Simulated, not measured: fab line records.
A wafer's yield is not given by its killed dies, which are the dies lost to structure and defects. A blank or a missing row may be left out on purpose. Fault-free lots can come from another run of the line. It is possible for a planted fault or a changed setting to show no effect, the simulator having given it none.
Problem report in the 8D (eight disciplines) form, filled by code || flow gf180mcu || the parts of the form that need people (team, actions taken, sign-off) are left out

== 1. PROBLEM STATEMENT ==
Mean V2_W_RS at GF_V2_RS_MEAS_24: 0.264 ohm/sq over 6 wafers in 2 lots; fault-free wafers: 0.331 ohm/sq, standard deviation 0.0032. That is -21 standard deviations from the usual mean.
The step: measures by four-point-probe.
Earliest sighting: wafer L182.4 on film_metro-03 at day 26 19:56. Wafers with a number at this step in the record: 30, from 10 lots. By rule, "out" or "out of limits" means more than 4 standard deviations away from the usual mean. The other wafers with a number count as sound.

== 2. WHAT IT IS, WHAT IT ISN'T ==
{"question": "which readings at this step", "is": "V2_W_RS", "is not": "-"}
{"question": "which lots", "is": "L182, L183", "is not": "L163, L168, L170, L172, L175, L177, L178, L186"}
{"question": "which wafers of those lots", "is": "all that have a number", "is not": "-"}
{"question": "read on which gauges", "is": "film_metro-03", "is not": "film_metro-01, film_metro-02"}
{"question": "when", "is": "from day 26 19:56", "is not": "up to then (21 sound wafers); but 3 sound wafers of L186 came after"}

== 3. THE SUSPECTS, EACH WITH WHAT RULES IT OUT ==
Counting: a tool at a process step up to the reading stays a suspect if it ran every lot that is out and no sound lot after the first of them.
- the gauge at GF_V2_RS_MEAS_24 is ruled out. All the wafers that are out were read on film_metro-03, but those of them that GF_V2_CVD_23 has rows for are out there too, on other tools.
- cvd_w-02 at GF_V2_CVD_23 (deposits W, target thk 350 nm, time 104.94 s): kept. It ran every lot that is out, first L182 (day 26 19:37), and no sound lot after that; its last sound lot up to then is L177 (day 25 08:00). On those wafers its own readings are out: susceptor_temp_C.
After counting, what remains is cvd_w-02 at GF_V2_CVD_23.

== 4. THE CAUSE (what the simulator had put in) ==
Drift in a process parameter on cvd_w-02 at GF_V2_CVD_23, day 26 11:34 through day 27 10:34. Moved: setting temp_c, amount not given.
This tool alone remained once counting was done.

== 5. THE CHAIN OF EFFECTS, in route order ==
One row per reading whose mean, taken over the struck wafers that have a number, lies over 3 standard deviations from the usual. Readings are gone through only where the record gives a usual standard deviation; hours: the median, over the lots, of the time from a lot's start at the first step in this table giving one to that lot's start at this step; sigmas: the change measured in usual standard deviations.
{"hours": 0, "step": "GF_V2_CVD_23", "reading": "susceptor_temp_C", "usual": "399.98 C", "on struck wafers": 411.97, "change": "+11.99", "sigmas": "+52"}
{"hours": 0, "step": "GF_V2_RS_MEAS_24", "reading": "V2_W_RS", "usual": "0.331 ohm/sq", "on struck wafers": 0.264, "change": -0.067, "sigmas": -21}
{"hours": 4, "step": "GF_V2_THK_MEAS_25", "reading": "V2_W_THK", "usual": "362 nm", "on struck wafers": 453, "change": "+91", "sigmas": "+19"}
{"hours": 9, "step": "GF_V2_CMP_26", "reading": "time_to_endpoint_s", "usual": "83 s", "on struck wafers": 104, "change": "+21", "sigmas": "+6.9"}
The process steps in it:
- GF_V2_CVD_23: deposits W, target thk 350 nm, time 104.94 s.
- GF_V2_CMP_26: polishes, stops on SiO2, t overpolish 15 s, target thk 0 nm.

== 6. HOW IT WOULD HAVE BEEN CAUGHT EARLIER ==
Counted from the fault's start at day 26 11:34, it took 8 hours until the first out-of-limits reading at a measuring or inspecting step in this record, taken at day 26 19:56.
The tool's own readings at GF_V2_CVD_23 were out on every struck wafer that the step has a row for (susceptor_temp_C): an alarm limit on them would have fired on the first of those.
L183, from the lots that are out (2), started GF_V2_CVD_23 on cvd_w-02 later than day 26 19:56. It would have been spared by a hold on the tool at that moment.
